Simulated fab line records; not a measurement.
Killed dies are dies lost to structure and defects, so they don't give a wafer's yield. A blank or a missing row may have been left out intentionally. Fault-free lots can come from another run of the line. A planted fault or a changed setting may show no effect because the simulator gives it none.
Split-lot study ; flow sfq line ; 23 wafers read across 5 lots, on a route 325 steps long

== ON THE SPLIT ==
At SFQ_TRILAYER_JJ_CE_LITHO_COAT_114 (resist thk 600 nm), the setting resist thk nm was moved away from the recipe's 600 nm on 6 of the 23 wafers read, by -5.3% to +2.5%. This setting was run at the recipe's value on the other wafers.

== FROM SPLIT TO READING: 1 step shown by the file between the two ==
- SFQ_TRILAYER_JJ_CE_BARC_OPEN_RIE_150: chemistry O2, target BARC, target depth 240 nm, time 80 s (also split here: pressure mtorr)

== THE READING ==
KrF_of_TRILAYER_JJ_CE_LITHO_COAT_114.thk nm (the simulator's own value, which no gauge read), in nm, at SFQ_TRILAYER_JJ_CE_ETCH_RIE_118 (chemistry SF6, target Nb, stops on Al2O3, time 97.7 s, target depth 170 nm). The file does not state a usual value for it. Average 477.5 nm, standard deviation 1.5 nm, over the 17 wafers here run with the recipe.

wafer;tool, chamber at the split;resist thk nm as run, nm;against the recipe;KrF_of_TRILAYER_JJ_CE_LITHO_COAT_114.thk nm, nm;against lot-mates on the recipe
L076.1;litho track-04, 0;600;recipe;475.1;-
L076.3;litho track-04, 0;600;recipe;475.1;-
L076.5;litho track-04, 0;600;recipe;475.2;-
L077.1;litho track-01, 0;615.1;+2.5%;498;+18.7
L077.2;litho track-01, 0;615.1;+2.5%;496.9;+17.6
L077.3;litho track-01, 0;615.1;+2.5%;495.8;+16.5
L077.5;litho track-01, 0;600;recipe;479.8;-
L077.6;litho track-01, 0;600;recipe;478.8;-
L078.1;litho track-04, 0;600;recipe;478.8;-
L078.2;litho track-04, 0;600;recipe;476;-
L078.3;litho track-04, 0;600;recipe;477.3;-
L078.5;litho track-04, 0;600;recipe;476.5;-
L078.6;litho track-04, 0;600;recipe;478.2;-
L083.2;litho track-01, 0;600;recipe;477.1;-
L083.4;litho track-01, 0;600;recipe;477.1;-
L083.3;litho track-01, 0;600;recipe;478.8;-
L083.5;litho track-01, 0;600;recipe;477.8;-
L083.6;litho track-01, 0;600;recipe;478.7;-
L085.1;litho track-04, 0;568;-5.3%;445.9;-32.5
L085.2;litho track-04, 0;600;recipe;477.1;-
L085.3;litho track-04, 0;600;recipe;479.7;-
L085.5;litho track-04, 0;568;-5.3%;446.3;-32.1
L085.6;litho track-04, 0;568;-5.3%;445.8;-32.6

FIT RESULTS
A straight line over all 23 wafers: KrF_of_TRILAYER_JJ_CE_LITHO_COAT_114.thk nm changes by +6.29 nm for each +1% of resist thk nm; r = +0.99; the points scatter about the line by 1.9 nm.
The same after taking each lot's own level away (the mean of its wafers on the recipe; 23 wafers): +6.27 nm for each +1%; r = +1.00; scatter 1.1 nm.
Per that fit: largest resist thk nm move, reading shift of 33 nm.
The span of the lots' own levels, 475.13 to 479.30 nm, comes to 2.8 times the standard deviation stated above.
The two slopes are in agreement: the lot-to-lot level therefore moves the slope only a little.
Check: -33.3 nm against its lot-mates is what the line predicts for one of the wafers moved furthest among these (-5.3%) when that wafer is left out of the fit. Against them it came out at -32.5 nm.

== FURTHER SPLITS ON THESE WAFERS ==
Before the reading, these wafers also passed through other splits. Each is held against what the fit with the lots' levels taken away leaves over:
other split on the same wafers;wafers away from the commonest value;r with KrF_of_TRILAYER_JJ_CE_LITHO_COAT_114.thk nm (lot level and that fit taken away)
SFQ_TRILAYER_I4_VIA_LITHO_EXPOSE_104 dose mj;10;-0.25
SFQ_TRILAYER_I4_VIA_ETCH_VIA_ETCH_106 source w;8;+0.34
SFQ_TRILAYER_JJ_TRILAYER_DEP_SPUTTER_112 power w;8;+0.09
SFQ_TRILAYER_JJ_CE_BARC_OPEN_RIE_150 pressure mtorr;15;-0.39

== THE WHOLE CHAIN: every reading that the file lists as answering this split, in the file's order ==
step;what it does;reading;change (the file's fit);r (the file's)
SFQ_TRILAYER_JJ_CE_LITHO_COAT_114;resist thk 600 nm;KrF_of_TRILAYER_JJ_CE_LITHO_COAT_114.thk nm (the simulator's own value, which no gauge read);+6.1 nm for each +1% of the setting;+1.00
SFQ_TRILAYER_JJ_CE_ETCH_RIE_118;chemistry SF6, target Nb, stops on Al2O3, time 97.7 s, target depth 170 nm;KrF_of_TRILAYER_JJ_CE_LITHO_COAT_114.thk nm (the simulator's own value, which no gauge read);+6.24 nm for each +1% of the setting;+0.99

== THE FILE'S OWN FIT ==
KrF_of_TRILAYER_JJ_CE_LITHO_COAT_114.thk nm changes by +6.24 nm for each +1% of resist thk nm, r = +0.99.
